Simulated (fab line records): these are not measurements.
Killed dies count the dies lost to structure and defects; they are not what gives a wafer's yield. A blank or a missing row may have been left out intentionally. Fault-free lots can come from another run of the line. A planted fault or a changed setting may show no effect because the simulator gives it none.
Struck lot and sound lot, side by side -- flow sky130 -- 35 steps out of a route of 708
Sound: the wafers L819.1, L819.4, L819.6. Struck: wafers L827.4, L827.6 (left out: L827.1, a lot-mate that was not struck); the cause follows at the end.
At each step with rows: each side's tool, then ch and its chambers, then its first start. Under that, the readings that differ: sound wafers -- struck wafers -- difference of the means -- sigmas: that difference in standard deviations of wafers without a fault.
alike: same words and numbers on both sides, and readings whose means sit less than 2 such deviations apart. not compared: any withheld reading, any reading some wafer has no value for, any bound like >300 that may hide the same value, and any number with overlapping values for which the record gives no deviation.
The two part at a step that has a row with sigmas, a row that says differs or no value, or rows on one side only. When numbers do not overlap yet have no deviation, they are printed without sigmas and do not part them. A reading missing from all wafers of one side parts the sides only when that side holds two or more wafers.

first, 10 steps without rows for these wafers: SKY_VIA3_EXPOSE_09 (exposes mask VIM3, target cd 200 nm); SKY_VIA3_PEB_10; SKY_VIA3_DEVELOP_11 (develop time 60 s); SKY_VIA3_ETCH_14 (etches BARC in N2/H2, stops on SiO2, time 45.9 s, target depth 60 nm); SKY_VIA3_ETCH_15 (etches SiO2 in C4F8/O2/Ar, stops on TiN, target depth 507 nm, time 78 s); SKY_VIA3_STRIP_16 (strips in O2/N2); SKY_VIA3_STRIP_17 (strips in post etch residue remover, time 1200 s); SKY_VIA3_CLEAN_18 (cleans in IPA, time 180 s); SKY_VIA3_CLEAN_19 (cleans in O3/DIW); SKY_VIA3_SPUTTER_20 (material TiN, target thk 20 nm, time 80 s).
SKY_VIA3_CVD_21: deposits W, target thk 390 nm, time 117.31 s.
  sound on cvd_w-02 ch 0,1, day 39 17:23; struck on cvd_w-01 ch 1, day 42 20:23
  alike: heater_power_w
then, 23 steps without rows for these wafers: SKY_VIA3_CMP_24 (polishes, stops on SiO2, t overpolish 20 s, target thk 0 nm); SKY_METAL4_SPUTTER_00 (material Ti, target thk 15 nm, time 10 s); SKY_METAL4_SPUTTER_01 (material TiN, target thk 20 nm, time 16.7 s); SKY_METAL4_SPUTTER_02 (material AlCu, target thk 735 nm, time 39.1 s); SKY_METAL4_SPUTTER_03 (material Ti, target thk 5 nm, time 3.3 s); SKY_METAL4_SPUTTER_04 (material TiN, target thk 70 nm, time 58.3 s); SKY_CAP2M_CVD_00 (deposits SiO2, target thk 15.5 nm); SKY_CAP2M_SPUTTER_02 (material TiN, target thk 200 nm, time 166.7 s); SKY_CAP2M_DEHYDRATE_05 (time 60 s); SKY_CAP2M_HMDS_06 (prime time 60 s); SKY_CAP2M_COAT_07 (resist thk 1140 nm); SKY_CAP2M_SOFTBAKE_08 (time 60 s); SKY_CAP2M_EXPOSE_09 (exposes mask CAP2M, target cd 1000 nm); SKY_CAP2M_PEB_10; SKY_CAP2M_DEVELOP_11 (develop time 60 s); SKY_CAP2M_METAL_ETCH_13 (etches TiN in Cl2/BCl3, stops on SiO2, target depth 220 nm, time 62.9 s); SKY_CAP2M_STRIP_14 (strips in O2/N2); SKY_CAP2M_STRIP_15 (strips in post etch residue remover, time 1200 s); SKY_CAP2M_CLEAN_16 (cleans in IPA, time 180 s); SKY_CAP2M_CLEAN_17 (cleans in O3/DIW); SKY_METAL4_DEHYDRATE_05 (time 60 s); SKY_METAL4_HMDS_06 (prime time 60 s); SKY_METAL4_COAT_07 (resist thk 60 nm).
-- the record jumps here: 6 days lie between the struck wafers' starts before and after (it left off in module METAL4 and takes up again in module PAD_OPEN, whose first step shown is number 708 of the route) --
SKY_PAD_OPEN_PROBE_99:
  sound on prober-01, day 45 20:05; struck on prober-02, day 48 11:12
reading,sound,struck,difference,sigmas
hold,- - -,await_dispo/1.7h/release await_dispo/1.7h/release,no value on the sound wafers,
defect_limited_yield (%),82.9 82.9 82.5,72.6 74.6,-9.2,-5
killed_at_M0_to_M3,34 43 43,87 85,+46,+7
killed_dies,84 84 86,135 125,+45,+5
model.etest.tester.sort_n_pass,408 408 406,344 367,-52,
model.etest.tester.sort_yield_pct (%),82.93 82.93 82.52,69.92 74.59,-10.54,
model.etest.tester.sort_bin_5_pct (%),10.98 9.35 9.959,15.24 16.67,+5.86,
model.etest.tester.sort_bin_3_pct (%),0.4065 0.4065 0.813,2.642 2.236,+1.897,
  alike: killed_at_M4_up, killed_at_contacts, killed_at_front_end, killed_at_other, killed_open, killed_short

== WHERE THEY PART ==
SKY_PAD_OPEN_PROBE_99 only, going by this record.

WHY: what the simulator had put in
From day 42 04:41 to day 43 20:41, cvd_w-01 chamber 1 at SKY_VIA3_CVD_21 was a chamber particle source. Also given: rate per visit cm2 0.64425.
